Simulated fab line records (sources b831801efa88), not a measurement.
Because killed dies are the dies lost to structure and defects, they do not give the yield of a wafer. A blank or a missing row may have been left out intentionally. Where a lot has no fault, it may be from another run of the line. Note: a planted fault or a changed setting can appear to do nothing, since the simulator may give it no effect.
The tool behind it: which one?    flow sfqLine    6 lots, 18 wafers sampled, at 4 steps of a route of 325

== WHAT THE GAUGES READ, wafer by wafer ==
SFQ_M3_OVL_MEAS_921.
lot   measured      on          M3_OVL (nm)
L160  day 29 09:50  overlay-01  -6 -1 -3
L162  day 30 01:26  overlay-01  8 7 7
L166  day 32 06:16  overlay-02  -3 -4 -8
L170  day 34 04:53  overlay-01  52 54 48
L179  day 37 21:50  overlay-01  3 4 3
L181  day 38 17:02  overlay-02  -4 -2 -9

== EACH LOT AND THE TOOL THAT RAN IT (in order: tool; ch and the chambers of the sampled wafers; start) ==
lot   SFQ_TRILAYER_I0_DEP_PECVD_027    SFQ_TRILAYER_M2_DEP_SPUTTER_055  SFQ_TRILAYER_M3_LITHO_EXPOSE_076
L160  pecvd-04 ch 0,1, day 6 01:01     pvdSputter-05, day 16 02:05      krfScanner-02 ch 0, day 29 08:20
L162  pecvd-04 ch 0,1, day 6 13:00     pvdSputter-04, day 16 19:37      krfScanner-02 ch 0, day 29 23:56
L166  pecvd-04 ch 0,1,2, day 7 15:20   pvdSputter-04, day 18 19:00      krfScanner-02 ch 0, day 32 05:20
L170  pecvd-02 ch 0,1, day 8 22:19     pvdSputter-05, day 20 11:47      krfScanner-01 ch 0, day 34 03:35
L179  pecvd-03 ch 0,1, day 11 01:28    pvdSputter-05, day 24 11:37      krfScanner-02 ch 0, day 37 20:20
L181  pecvd-04 ch 0,1,2, day 11 15:41  pvdSputter-03, day 25 00:50      krfScanner-02 ch 0, day 38 15:32
- SFQ_TRILAYER_I0_DEP_PECVD_027: deposits SiO2 from SiH4/N2O, time 111.11 s, target thk 500 nm.
- SFQ_TRILAYER_M2_DEP_SPUTTER_055: material Nb, target thk 200 nm, time 133.3 s.
- SFQ_TRILAYER_M3_LITHO_EXPOSE_076: exposes mask M3, target cd 500 nm.

== THE ANSWER, worked out from the rows above alone ==
Rule: what is usual is taken from the lots themselves. The widest of any qualifying gaps counts: lots, ordered by their means at a reading, are off when they make up no more than a third of the lots, leave a main group of 4 or more, and stand apart from it by 3 or more times the standard deviation of that group's means. A main group whose means are all the same, to the digits that the tables above print for the reading, isn't used. Also off: a lot with no number at a reading for which 4 or more lots have one. All remaining lots with rows at the step are treated as sound.
Off: L170, seen at SFQ_M3_OVL_MEAS_921 (M3_OVL). The main group: mean -1 nm, standard deviation 5.
A tool fits if, at a process step before that reading, it ran every lot that is off, and no sound lot after the first of them. Gauges at SFQ_M3_OVL_MEAS_921: tried the same way as those tools. This does not decide it: 2 tools fit, namely pecvd-02 at SFQ_TRILAYER_I0_DEP_PECVD_027 and krfScanner-01 at SFQ_TRILAYER_M3_LITHO_EXPOSE_076.

== WHAT WAS PUT IN BY THE SIMULATOR ==
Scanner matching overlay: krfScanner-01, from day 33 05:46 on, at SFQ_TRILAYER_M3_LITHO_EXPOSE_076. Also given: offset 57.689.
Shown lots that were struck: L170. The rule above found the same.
